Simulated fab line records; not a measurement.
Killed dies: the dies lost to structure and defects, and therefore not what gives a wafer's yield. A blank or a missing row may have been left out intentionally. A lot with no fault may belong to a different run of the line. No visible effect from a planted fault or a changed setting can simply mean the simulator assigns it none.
fab line records	flow sky130
record lots=14	wafers=42	last-day=50
route steps=708 shown FIELD_ISO@5 NWELL@63 PAD_OPEN@708
lots that met no fault: taken from a fault-free run of the same line
start-h: start of the lot's first displayed wafer, in hours after the record's first day	wait-h: time in hours since the lot's previous step	" the same as in the row above	L1.1+2: several wafers, shown together as one row	- either no value or no given start	* or withheld: withheld	< > ~ a bound
route shown NAME@n: NAME is a module with steps in the file, n the number in the route of the first one	usual: mean/standard deviation of fault-free wafers	same: alike in all rows	chamber/n: place in a boat	sites: the reading at each site	_std_site: their standard deviation	_edge_site: the outer-site mean with the inner-site mean subtracted	radius-mm: for every site, how far away it sits from the centre of the wafer	mask NAME#n: copy n	behind: the most recent tool/chamber to have shaped the wafer	hold: why the lot went on hold/how many hours it stayed there/how the hold came to an end	device: the transistor (n, p or np) that didn't switch	end of line: the tests these same wafers got at the end of their route	for a step that has no rows: nothing shown but its recipe	killed: count of dies lost to structure and defects at first sort (not the wafer's yield)	map: per-die view of a wafer (x killed, . not killed, _ where there is no die)
set.NAME: setting as actually run; set.NAME@STEP: the setting as run at that earlier step	model.NAME: the simulator's own value behind a step, which no gauge read
route steps across a sampled set of lots; one table per step, one row per wafer
services: the hour from which a tool's chamber was out of use, counted from the record's first day as start-h (under 0 if before that day), plus the number of hours and why
## steps
# step SKY_FIELD_ISO_THK_MEAS_04
# recipe reads=Si3N4_of_FIELD_ISO_CVD_03
# usual FIELD_ISO_CVD_03_THK=165.5/1.6
lot.wafer	tool	chamber	start-h	wait-h	FIELD_ISO_CVD_03_THK[nm]
L834.2	film-metro-02	-	26.11	0.0	162.7
L834.3	"	-	"	"	163.1
L834.4	"	-	"	"	163.6
L835.1	film-metro-02	-	31.16	0.0	166.9
L835.4	"	-	"	"	166.5
L835.5	"	-	"	"	166.4
L836.1	film-metro-01	-	37.02	0.0	167.8
L836.2	"	-	"	"	168.5
L836.3	"	-	"	"	167.7
L837.2	film-metro-03	-	40.17	0.0	168.2
L837.5	"	-	"	"	169.1
L837.6	"	-	"	"	168.9
L839.2	film-metro-01	-	53.25	0.0	166.7
L839.4	"	-	"	"	167.4
L839.5	"	-	"	"	167.2
L840.1	film-metro-02	-	57.28	0.0	165.6
L840.2	"	-	"	"	166.5
L840.4	"	-	"	"	166.7
L841.1	film-metro-03	-	59.06	0.0	166.0
L841.4	"	-	"	"	166.7
L841.6	"	-	"	"	167.1
L844.1	film-metro-01	-	74.27	0.0	165.6
L844.5	"	-	"	"	163.5
L844.6	"	-	"	"	164.8
L845.4	film-metro-02	-	81.28	0.0	163.3
L845.5	"	-	"	"	163.1
L845.6	"	-	"	"	163.7
L847.2	film-metro-01	-	89.46	0.0	166.4
L847.3	"	-	"	"	165.8
L847.5	"	-	"	"	165.7
L848.2	film-metro-02	-	95.81	0.0	168.1
L848.3	"	-	"	"	167.6
L848.5	"	-	"	"	168.3
L849.2	film-metro-01	-	99.30	0.0	163.4
L849.3	"	-	"	"	163.5
L849.4	"	-	"	"	162.9
L850.3	film-metro-03	-	103.50	0.0	164.6
L850.4	"	-	"	"	164.2
L850.5	"	-	"	"	164.0
L854.2	film-metro-02	-	124.66	0.0	165.1
L854.3	"	-	"	"	165.0
L854.5	"	-	"	"	162.8
# step SKY_FIELD_ISO_CD_MEAS_13
# recipe target-cd-nm=150
# usual cd-nm=150.0/1.7
lot.wafer	tool	chamber	start-h	wait-h	cd-nm
L834.2	cd-sem-02	-	41.57	-	149.5
L834.3	"	-	"	"	149.5
L834.4	"	-	"	"	148.0
L835.1	cd-sem-01	-	47.37	-	148.1
L835.4	"	-	"	"	149.3
L835.5	"	-	"	"	149.5
L836.1	cd-sem-01	-	53.20	-	148.8
L836.2	"	-	"	"	149.3
L836.3	"	-	"	"	148.5
L837.2	cd-sem-01	-	56.62	-	152.1
L837.5	"	-	"	"	151.5
L837.6	"	-	"	"	151.4
L839.2	cd-sem-02	-	69.09	-	151.4
L839.4	"	-	"	"	152.2
L839.5	"	-	"	"	152.3
L840.1	cd-sem-02	-	73.75	-	146.1
L840.2	"	-	"	"	147.7
L840.4	"	-	"	"	147.6
L841.1	cd-sem-02	-	75.70	-	149.0
L841.4	"	-	"	"	148.8
L841.6	"	-	"	"	148.3
L844.1	cd-sem-02	-	91.40	-	149.5
L844.5	"	-	"	"	148.8
L844.6	"	-	"	"	149.7
L845.4	cd-sem-02	-	98.03	-	149.6
L845.5	"	-	"	"	150.6
L845.6	"	-	"	"	150.2
L847.2	cd-sem-01	-	106.92	-	149.2
L847.3	"	-	"	"	147.2
L847.5	"	-	"	"	148.2
L848.2	cd-sem-01	-	114.52	-	152.5
L848.3	"	-	"	"	154.4
L848.5	"	-	"	"	151.7
L849.2	cd-sem-02	-	117.87	-	149.0
L849.3	"	-	"	"	149.4
L849.4	"	-	"	"	149.7
L850.3	cd-sem-02	-	121.84	-	149.7
L850.4	"	-	"	"	149.5
L850.5	"	-	"	"	147.8
L854.2	cd-sem-01	-	144.02	-	150.3
L854.3	"	-	"	"	149.2
L854.5	"	-	"	"	150.1
# step SKY_FIELD_ISO_ETCH_17
# recipe target-depth-a=3420	mask-material=Si3N4	chemistry=HBr/Cl2/O2	target=Si	taper-deg=5	icp-w=600	bias-w=150	pressure-mtorr=15	HBr_flow_sccm=150	Cl2_flow_sccm=40	O2_flow_sccm=6	time-s=97.7
# usual drypump-motor-current-A=5.7/0.35	oes-product-au=0.997/0.0097	run-length-s=126.3/0.61	throttle-valve-pct=25.659/0.011
lot.wafer	tool	chamber	start-h	wait-h	drypump-motor-current-A	oes-product-au	rf-hours-counter-h	run-length-s	throttle-valve-pct
L834.2	rie-si-01	0	41.87	0.1	5.4	1.005	56	125.6	25.661
L834.3	"	1	"	"	5.1	1.013	2	125.9	25.640
L834.4	"	3	"	"	5.8	1.007	102	126.8	25.667
L835.1	rie-si-02	2	47.69	0.1	6.1	0.998	90	126.6	25.667
L835.4	"	1	"	"	5.7	0.998	63	125.7	25.651
L835.5	"	1	"	"	5.7	1.005	-	126.2	25.653
L836.1	rie-si-01	2	53.52	0.1	5.4	0.988	1	126.2	25.667
L836.2	"	3	"	"	5.8	0.989	102	127.3	25.664
L836.3	"	1	"	"	5.1	1.003	2	126.3	25.661
L837.2	rie-si-01	0	56.92	0.1	5.4	1.005	56	125.8	25.654
L837.5	"	0	"	"	5.4	0.996	-	126.2	25.635
L837.6	"	1	"	"	5.1	1.007	-	126.5	25.647
L839.2	rie-si-01	0	69.39	0.1	5.4	0.999	56	126.0	25.652
L839.4	"	3	"	"	5.8	0.988	102	127.1	25.663
L839.5	"	1	"	"	5.1	1.009	-	126.0	25.657
L840.1	rie-si-02	3	74.07	0.1	6.0	1.005	2	126.7	25.657
L840.2	"	1	"	"	5.7	1.000	63	125.4	25.657
L840.4	"	2	"	"	6.1	0.982	90	126.5	25.659
L841.1	rie-si-01	1	76.02	0.1	5.1	1.002	3	125.8	25.673
L841.4	"	2	"	"	5.4	0.987	1	126.0	25.672
L841.6	"	1	"	"	5.1	1.002	-	125.8	25.664
L844.1	rie-si-01	0	91.72	0.1	5.4	1.000	57	125.7	25.655
L844.5	"	3	"	"	5.8	0.982	-	126.9	25.659
L844.6	"	2	"	"	5.4	0.996	-	126.3	25.674
L845.4	rie-si-01	1	98.29	0.0	5.1	1.004	3	125.7	25.647
L845.5	"	3	"	"	5.8	0.978	-	126.6	25.678
L845.6	"	2	"	"	5.4	0.992	-	126.1	25.656
L847.2	rie-si-02	0	107.22	0.1	6.1	1.001	61	125.5	25.662
L847.3	"	2	"	"	6.1	0.997	90	127.4	25.669
L847.5	"	3	"	"	6.0	1.018	-	126.9	25.648
L848.2	rie-si-01	1	114.82	0.1	5.1	1.005	3	125.9	25.673
L848.3	"	0	"	"	5.4	0.995	57	126.0	25.665
L848.5	"	3	"	"	5.8	0.979	-	127.1	25.667
L849.2	rie-si-02	3	118.17	0.1	6.0	1.005	2	127.4	25.657
L849.3	"	2	"	"	6.1	0.999	91	126.6	25.657
L849.4	"	0	"	"	6.1	0.999	61	125.2	25.651
L850.3	rie-si-01	0	122.12	0.0	5.4	0.995	57	118.4	25.659
L850.4	"	2	"	"	5.4	1.003	2	126.3	25.653
L850.5	"	2	"	"	5.4	0.992	-	126.7	25.673
L854.2	rie-si-01	0	144.32	0.1	5.4	1.001	57	119.1	25.648
L854.3	"	3	"	"	5.8	0.977	103	126.8	25.675
L854.5	"	2	"	"	5.4	0.993	-	126.4	25.675
# step SKY_NWELL_OVL_MEAS_10
# usual NWELL_00_OVL=0.1/1.4
lot.wafer	tool	chamber	start-h	wait-h	NWELL_00_OVL[nm]
L834.2	overlay-01	-	99.50	-	-1.6
L834.3	"	-	"	"	-0.6
L834.4	"	-	"	"	-0.2
L835.1	overlay-01	-	103.60	-	1.3
L835.4	"	-	"	"	1.1
L835.5	"	-	"	"	1.7
L836.1	overlay-02	-	111.15	-	-0.1
L836.2	"	-	"	"	-1.8
L836.3	"	-	"	"	-0.4
L837.2	overlay-02	-	116.44	-	0.9
L837.5	"	-	"	"	1.6
L837.6	"	-	"	"	2.1
L839.2	overlay-01	-	131.29	-	-0.1
L839.4	"	-	"	"	0.5
L839.5	"	-	"	"	1.8
L840.1	overlay-02	-	148.60	-	1.2
L840.2	"	-	"	"	1.5
L840.4	"	-	"	"	2.0
L841.1	overlay-01	-	148.78	-	0.9
L841.4	"	-	"	"	1.0
L841.6	"	-	"	"	-1.0
L844.1	overlay-01	-	157.17	-	-3.3
L844.5	"	-	"	"	-1.9
L844.6	"	-	"	"	-2.5
L845.4	overlay-02	-	161.77	-	-0.3
L845.5	"	-	"	"	-0.6
L845.6	"	-	"	"	0.8
L847.2	overlay-01	-	174.43	-	-0.8
L847.3	"	-	"	"	-2.1
L847.5	"	-	"	"	-2.2
L848.2	overlay-01	-	182.35	-	0.8
L848.3	"	-	"	"	1.6
L848.5	"	-	"	"	2.5
L849.2	overlay-01	-	185.28	-	-0.6
L849.3	"	-	"	"	-0.4
L849.4	"	-	"	"	-0.6
L850.3	overlay-01	-	190.54	-	-1.3
L850.4	"	-	"	"	1.4
L850.5	"	-	"	"	-0.7
L854.2	overlay-02	-	213.54	-	1.7
L854.3	"	-	"	"	-0.4
L854.5	"	-	"	"	2.4
# step SKY_PAD_OPEN_PROBE_99
# usual killed_at_M0_to_M3=43/7.3	killed_at_M4_up=3.2/1.9	killed-at-contacts=25/5.4	killed-at-front-end=16/4.4	killed-at-other=0.4/0.66	killed-dies=87/11	killed-open=48/7.9	killed-short=39/6.5
# same gross-dies=492	killed-at-back-side=0
lot.wafer	tool	chamber	start-h	wait-h	killed_at_M0_to_M3	killed_at_M4_up	killed-at-contacts	killed-at-front-end	killed-at-other	killed-dies	killed-open	killed-short
L834.2	prober-02	-	1102.83	0.1	37	4	26	20	0	87	54	33
L834.3	prober-02	-	1102.88	0.2	31	5	32	15	0	83	50	33
L834.4	prober-02	-	1102.93	0.2	31	5	15	18	1	70	30	40
L835.1	prober-02	-	1107.52	0.1	35	6	29	14	1	85	45	40
L835.4	prober-02	-	1107.67	0.2	46	2	27	17	0	92	55	37
L835.5	prober-02	-	1107.72	0.2	52	3	29	19	0	103	63	40
L836.1	prober-01	-	1115.62	0.1	49	1	26	16	0	92	54	38
L836.2	prober-01	-	1115.67	0.1	35	1	25	10	1	72	36	34
L836.3	prober-01	-	1115.72	0.2	45	3	21	21	0	90	47	42
L837.2	prober-02	-	1118.92	0.1	33	5	25	12	0	75	46	29
L837.5	prober-02	-	1119.07	0.2	41	2	39	19	0	101	59	42
L837.6	prober-02	-	1119.12	0.2	41	3	35	16	1	96	58	38
L839.2	prober-01	-	1140.47	0.1	43	3	31	17	0	94	63	31
L839.4	prober-01	-	1140.57	0.2	56	6	28	15	0	105	56	49
L839.5	prober-01	-	1140.62	0.2	43	2	17	19	0	81	47	34
L840.1	prober-02	-	1155.27	0.1	47	4	18	18	0	87	53	31
L840.2	prober-02	-	1155.32	0.1	58	4	16	22	1	101	63	38
L840.4	prober-02	-	1155.42	0.2	43	4	11	17	0	75	33	40
L841.1	prober-01	-	1156.22	0.1	44	5	29	17	0	95	59	36
L841.4	prober-01	-	1156.37	0.2	50	2	16	16	1	85	49	36
L841.6	prober-01	-	1156.47	0.2	43	3	19	28	1	94	44	50
L844.1	prober-02	-	1165.50	0.1	41	3	25	15	0	84	44	40
L844.5	prober-02	-	1165.70	0.2	34	0	23	17	0	74	39	35
L844.6	prober-02	-	1165.75	0.2	29	4	25	7	0	65	35	30
L845.4	prober-01	-	1166.77	0.2	47	3	22	12	1	85	44	40
L845.5	prober-01	-	1166.82	0.2	37	3	24	8	0	72	36	36
L845.6	prober-01	-	1166.87	0.2	57	9	19	16	0	101	51	50
L847.2	prober-01	-	1178.49	0.1	41	2	20	17	0	80	53	27
L847.3	prober-01	-	1178.54	0.2	50	5	22	21	0	98	40	58
L847.5	prober-01	-	1178.64	0.2	48	1	29	15	0	93	56	36
L848.2	prober-02	-	1179.98	0.1	45	4	26	19	0	94	51	43
L848.3	prober-02	-	1180.03	0.2	42	3	17	12	0	74	45	29
L848.5	prober-02	-	1180.13	0.2	46	3	25	12	2	88	49	38
L849.2	prober-01	-	1185.54	0.1	33	3	23	16	0	75	40	33
L849.3	prober-01	-	1185.59	0.2	26	6	34	23	0	89	51	38
L849.4	prober-01	-	1185.64	0.2	36	0	33	10	0	79	34	44
L850.3	prober-01	-	1195.65	0.2	45	4	25	15	1	90	55	35
L850.4	prober-01	-	1195.70	0.2	52	0	28	7	1	88	42	45
L850.5	prober-01	-	1195.75	0.2	39	5	17	12	1	74	38	36
L854.2	prober-02	-	1206.50	0.1	39	2	26	20	0	87	49	38
L854.3	prober-02	-	1206.55	0.2	40	5	24	18	0	87	43	44
L854.5	prober-02	-	1206.65	0.2	43	2	28	19	0	92	38	53
# killed by level:class
L834.2 LI_CONTACT:geometric-particle:open=11 VIA2:geometric-particle:open=10 VIA1:geometric-particle:open=8 POLY_GATE:geometric-particle:open=6 CONTACT:geometric-particle:open=6 FIELD_ISO:geometric-particle:open=5 VIA3:geometric-particle:short=5 POLY_GATE:geometric-particle:short=4
L834.3 VIA2:geometric-particle:open=11 LI_CONTACT:geometric-particle:open=9 CONTACT:geometric-particle:open=7 LOCAL_INTERCONNECT:geometric-particle:short=6 CONTACT:geometric-particle:short=6 VIA1:geometric-particle:open=6 VIA3:geometric-particle:open=4 FIELD_ISO:geometric-particle:short=3
L834.4 POLY_GATE:geometric-particle:short=6 LOCAL_INTERCONNECT:geometric-particle:short=6 VIA1:geometric-particle:short=6 POLY_GATE:geometric-particle:open=5 METAL2:geometric-particle:short=5 VIA2:geometric-particle:open=5 METAL4:geometric-particle:short=4 LI_CONTACT:geometric-particle:open=3
L835.1 VIA1:geometric-particle:open=11 CONTACT:geometric-particle:open=11 FIELD_ISO:geometric-particle:open=6 VIA2:geometric-particle:open=5 LI_CONTACT:geometric-particle:open=5 CONTACT:geometric-particle:short=5 METAL3:geometric-particle:short=5 METAL4:geometric-particle:short=5
L835.4 VIA2:geometric-particle:open=12 CONTACT:geometric-particle:open=11 LI_CONTACT:geometric-particle:open=8 METAL2:geometric-particle:short=8 VIA1:geometric-particle:open=7 FIELD_ISO:geometric-particle:open=6 CONTACT:geometric-particle:short=6 METAL1:geometric-particle:short=6
L835.5 VIA1:geometric-particle:open=16 CONTACT:geometric-particle:open=13 LI_CONTACT:geometric-particle:open=9 VIA2:geometric-particle:open=7 METAL2:geometric-particle:short=6 FIELD_ISO:geometric-particle:short=5 VIA3:geometric-particle:short=5 VIA1:geometric-particle:short=5
L836.1 VIA1:geometric-particle:open=13 LI_CONTACT:geometric-particle:open=11 VIA1:geometric-particle:short=7 VIA3:geometric-particle:open=7 CONTACT:geometric-particle:open=6 FIELD_ISO:geometric-particle:short=5 METAL1:geometric-particle:short=5 METAL2:geometric-particle:open=5
L836.2 VIA1:geometric-particle:open=11 LI_CONTACT:geometric-particle:open=8 CONTACT:geometric-particle:short=6 VIA2:geometric-particle:open=6 LI_CONTACT:geometric-particle:short=4 POLY_GATE:geometric-particle:short=3 LOCAL_INTERCONNECT:geometric-particle:short=3 CONTACT:geometric-particle:open=3
L836.3 VIA1:geometric-particle:open=10 FIELD_ISO:geometric-particle:open=7 CONTACT:geometric-particle:open=7 VIA2:geometric-particle:open=6 VIA1:geometric-particle:short=6 FIELD_ISO:geometric-particle:short=5 LOCAL_INTERCONNECT:geometric-particle:short=5 VIA3:geometric-particle:open=5
L837.2 CONTACT:geometric-particle:open=12 VIA1:geometric-particle:open=7 VIA3:geometric-particle:open=6 LI_CONTACT:geometric-particle:short=5 METAL1:geometric-particle:short=5 VIA1:geometric-particle:short=5 FIELD_ISO:geometric-particle:short=4 LI_CONTACT:geometric-particle:open=4
L837.5 LI_CONTACT:geometric-particle:open=13 CONTACT:geometric-particle:open=9 VIA1:geometric-particle:open=9 FIELD_ISO:geometric-particle:open=8 VIA2:geometric-particle:open=8 CONTACT:geometric-particle:short=7 LOCAL_INTERCONNECT:geometric-particle:short=5 VIA1:geometric-particle:short=5
L837.6 LI_CONTACT:geometric-particle:open=15 VIA1:geometric-particle:open=9 VIA3:geometric-particle:open=8 CONTACT:geometric-particle:short=7 CONTACT:geometric-particle:open=7 METAL1:geometric-particle:short=6 FIELD_ISO:geometric-particle:open=5 POLY_GATE:geometric-particle:open=4
L839.2 VIA1:geometric-particle:open=12 VIA2:geometric-particle:open=11 CONTACT:geometric-particle:open=9 VIA3:geometric-particle:open=8 LI_CONTACT:geometric-particle:open=7 LOCAL_INTERCONNECT:geometric-particle:short=6 FIELD_ISO:geometric-particle:short=5 CONTACT:geometric-particle:short=5
L839.4 VIA1:geometric-particle:open=14 CONTACT:geometric-particle:open=11 VIA1:geometric-particle:short=8 VIA3:geometric-particle:open=8 LI_CONTACT:geometric-particle:open=7 LOCAL_INTERCONNECT:geometric-particle:short=6 VIA2:geometric-particle:open=6 METAL4:geometric-particle:short=6
L839.5 VIA1:geometric-particle:open=14 CONTACT:geometric-particle:open=9 VIA2:geometric-particle:open=7 FIELD_ISO:geometric-particle:open=5 POLY_GATE:geometric-particle:open=5 FIELD_ISO:geometric-particle:short=4 POLY_GATE:geometric-particle:short=4 METAL1:geometric-particle:short=4
L840.1 VIA1:geometric-particle:open=12 VIA2:geometric-particle:open=9 CONTACT:geometric-particle:open=8 VIA3:geometric-particle:open=8 FIELD_ISO:geometric-particle:open=7 FIELD_ISO:geometric-particle:short=5 VIA1:geometric-particle:short=4 LI_CONTACT:geometric-particle:open=4
L840.2 VIA1:geometric-particle:open=17 VIA3:geometric-particle:open=9 POLY_GATE:geometric-particle:open=8 LI_CONTACT:geometric-particle:open=8 VIA1:geometric-particle:short=8 VIA2:geometric-particle:open=7 POLY_GATE:geometric-particle:short=6 FIELD_ISO:geometric-particle:short=4
L840.4 FIELD_ISO:geometric-particle:open=7 METAL1:geometric-particle:short=7 FIELD_ISO:geometric-particle:short=6 VIA1:geometric-particle:open=5 VIA2:geometric-particle:open=5 VIA3:geometric-particle:open=5 METAL4:geometric-particle:short=4 CONTACT:geometric-particle:short=4
L841.1 VIA1:geometric-particle:open=13 CONTACT:geometric-particle:open=12 LI_CONTACT:geometric-particle:open=11 FIELD_ISO:geometric-particle:open=5 VIA3:geometric-particle:short=5 METAL4:geometric-particle:short=5 FIELD_ISO:geometric-particle:short=4 METAL2:geometric-particle:short=4
L841.4 VIA1:geometric-particle:open=13 VIA2:geometric-particle:open=7 FIELD_ISO:geometric-particle:open=6 METAL2:geometric-particle:short=6 VIA3:geometric-particle:open=6 FIELD_ISO:geometric-particle:short=5 CONTACT:geometric-particle:open=4 METAL1:geometric-particle:short=4
L841.6 FIELD_ISO:geometric-particle:open=8 VIA1:geometric-particle:short=7 FIELD_ISO:geometric-particle:short=6 LI_CONTACT:geometric-particle:open=6 METAL2:geometric-particle:short=6 CONTACT:geometric-particle:open=5 VIA3:geometric-particle:short=5 METAL1:geometric-particle:short=5
L844.1 VIA2:geometric-particle:open=8 LI_CONTACT:geometric-particle:open=7 VIA1:geometric-particle:open=6 VIA3:geometric-particle:open=6 POLY_GATE:geometric-particle:open=5 LI_CONTACT:geometric-particle:short=5 METAL2:geometric-particle:short=5 CONTACT:geometric-particle:short=5
L844.5 LI_CONTACT:geometric-particle:open=7 CONTACT:geometric-particle:open=7 VIA1:geometric-particle:open=7 POLY_GATE:geometric-particle:short=6 VIA1:geometric-particle:short=5 VIA3:geometric-particle:open=5 VIA2:geometric-particle:open=5 LOCAL_INTERCONNECT:geometric-particle:short=4
L844.6 CONTACT:geometric-particle:open=10 LI_CONTACT:geometric-particle:open=7 VIA3:geometric-particle:open=6 CONTACT:geometric-particle:short=5 METAL1:geometric-particle:short=4 METAL3:geometric-particle:short=4 LOCAL_INTERCONNECT:geometric-particle:short=3 VIA1:geometric-particle:open=3
L845.4 VIA1:geometric-particle:open=9 METAL2:geometric-particle:short=7 VIA2:geometric-particle:open=7 VIA3:geometric-particle:open=6 FIELD_ISO:geometric-particle:open=5 FIELD_ISO:geometric-particle:short=5 LI_CONTACT:geometric-particle:open=5 CONTACT:geometric-particle:short=5
L845.5 VIA1:geometric-particle:open=12 CONTACT:geometric-particle:open=8 LOCAL_INTERCONNECT:geometric-particle:short=6 METAL1:geometric-particle:short=6 LI_CONTACT:geometric-particle:open=5 VIA3:geometric-particle:open=4 METAL3:geometric-particle:short=4 LI_CONTACT:geometric-particle:short=3
L845.6 VIA1:geometric-particle:open=15 METAL2:geometric-particle:short=9 CONTACT:geometric-particle:short=7 CONTACT:geometric-particle:open=7 VIA3:geometric-particle:open=6 VIA2:geometric-particle:open=6 METAL4:geometric-particle:short=6 POLY_GATE:geometric-particle:short=5
L847.2 VIA2:geometric-particle:open=11 VIA1:geometric-particle:open=9 LI_CONTACT:geometric-particle:open=8 FIELD_ISO:geometric-particle:open=6 CONTACT:geometric-particle:open=6 METAL2:geometric-particle:short=5 VIA3:geometric-particle:open=5 FIELD_ISO:geometric-particle:short=4
L847.3 VIA1:geometric-particle:open=11 FIELD_ISO:geometric-particle:short=9 METAL3:geometric-particle:short=7 VIA2:geometric-particle:open=6 METAL1:geometric-particle:short=5 POLY_GATE:geometric-particle:short=5 LI_CONTACT:geometric-particle:open=5 CONTACT:geometric-particle:short=5
L847.5 LI_CONTACT:geometric-particle:open=13 VIA3:geometric-particle:open=12 VIA1:geometric-particle:open=10 CONTACT:geometric-particle:open=7 FIELD_ISO:geometric-particle:open=5 METAL2:geometric-particle:short=5 METAL1:geometric-particle:short=5 CONTACT:geometric-particle:short=4
L848.2 CONTACT:geometric-particle:open=10 VIA3:geometric-particle:open=9 FIELD_ISO:geometric-particle:short=5 CONTACT:geometric-particle:short=5 VIA1:geometric-particle:open=5 LI_CONTACT:geometric-particle:open=5 VIA2:geometric-particle:open=5 POLY_GATE:geometric-particle:open=4
L848.3 VIA3:geometric-particle:open=9 VIA1:geometric-particle:open=9 CONTACT:geometric-particle:open=8 METAL1:geometric-particle:short=7 VIA1:geometric-particle:short=5 FIELD_ISO:geometric-particle:open=4 LI_CONTACT:geometric-particle:open=4 POLY_GATE:geometric-particle:short=3
L848.5 VIA1:geometric-particle:open=13 CONTACT:geometric-particle:open=8 LI_CONTACT:geometric-particle:open=7 CONTACT:geometric-particle:short=7 METAL1:geometric-particle:short=7 VIA3:geometric-particle:open=6 FIELD_ISO:geometric-particle:short=4 METAL3:geometric-particle:short=3
L849.2 CONTACT:geometric-particle:open=7 VIA1:geometric-particle:open=7 VIA3:geometric-particle:open=6 POLY_GATE:geometric-particle:short=5 LI_CONTACT:geometric-particle:open=5 LOCAL_INTERCONNECT:geometric-particle:short=5 VIA2:geometric-particle:short=5 CONTACT:geometric-particle:short=4
L849.3 CONTACT:geometric-particle:open=13 LI_CONTACT:geometric-particle:open=11 VIA1:geometric-particle:open=6 CONTACT:geometric-particle:short=5 METAL4:geometric-particle:short=5 VIA3:geometric-particle:open=5 FIELD_ISO:geometric-particle:short=4 POLY_GATE:geometric-particle:short=4
L849.4 CONTACT:geometric-particle:short=13 LI_CONTACT:geometric-particle:open=9 METAL2:geometric-particle:short=6 LOCAL_INTERCONNECT:geometric-particle:short=6 CONTACT:geometric-particle:open=5 METAL1:geometric-particle:short=5 VIA1:geometric-particle:open=5 VIA2:geometric-particle:short=5
L850.3 LI_CONTACT:geometric-particle:open=9 METAL1:geometric-particle:short=8 VIA3:geometric-particle:open=8 CONTACT:geometric-particle:open=6 VIA1:geometric-particle:open=6 VIA2:geometric-particle:open=6 FIELD_ISO:geometric-particle:open=5 LOCAL_INTERCONNECT:geometric-particle:open=5
L850.4 VIA1:geometric-particle:short=9 VIA2:geometric-particle:short=9 CONTACT:geometric-particle:open=8 LI_CONTACT:geometric-particle:open=7 VIA1:geometric-particle:open=7 VIA3:geometric-particle:open=7 VIA2:geometric-particle:open=6 LI_CONTACT:geometric-particle:short=5
L850.5 VIA1:geometric-particle:open=8 METAL1:geometric-particle:short=8 VIA2:geometric-particle:open=6 LOCAL_INTERCONNECT:geometric-particle:short=6 CONTACT:geometric-particle:open=6 POLY_GATE:geometric-particle:open=4 METAL3:geometric-particle:short=4 METAL4:geometric-particle:short=4
L854.2 VIA1:geometric-particle:open=10 CONTACT:geometric-particle:open=9 VIA2:geometric-particle:open=7 POLY_GATE:geometric-particle:short=6 LI_CONTACT:geometric-particle:short=6 LI_CONTACT:geometric-particle:open=5 FIELD_ISO:geometric-particle:open=4 VIA3:geometric-particle:short=4
L854.3 CONTACT:geometric-particle:open=10 VIA3:geometric-particle:open=8 METAL1:geometric-particle:short=7 POLY_GATE:geometric-particle:open=6 CONTACT:geometric-particle:short=6 VIA1:geometric-particle:open=6 METAL2:geometric-particle:short=5 FIELD_ISO:geometric-particle:short=4
L854.5 METAL2:geometric-particle:short=11 CONTACT:geometric-particle:open=8 POLY_GATE:geometric-particle:short=6 LI_CONTACT:geometric-particle:short=6 VIA1:geometric-particle:open=6 VIA3:geometric-particle:open=6 LI_CONTACT:geometric-particle:open=5 FIELD_ISO:geometric-particle:short=5
## services
tool	chamber	start-h	hours	kind
rie-si-02	1	105.84	2.9	repair
rie-si-02	-	115.72	0.4	repair
rie-si-02	-	123.53	2.8	pm
## key
first-sign step=SKY_FIELD_ISO_ETCH_17	reading=run-length-s	direction=down	sigmas=12	usual=*	struck=*
effect none on later readings
met-at SKY_FIELD_ISO_ETCH_17
struck-lots L850,L854
struck-wafers L850.3,L854.2
tester-left-out L850,L854
not-acting-at SKY_FIELD_ISO_THK_MEAS_04,SKY_FIELD_ISO_CD_MEAS_13,SKY_NWELL_OVL_MEAS_10
onset-between 114.82 122.12
fault kind=process-parameter-drift	tool=rie-si-01	chamber=0	onset-h=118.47	steps=SKY_FIELD_ISO_ETCH_17	channel=time-s	offset=*	shape=step	end-h=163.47	acts-in=*	stated=*
# tester-left-out: of these lots the tester's yield and bins aren't shown, on N5 and GAA mostly nor the transistor test; their killed dies are dies lost to structure and defects alone, not to doping, threshold or leakage, so they don't give the yield
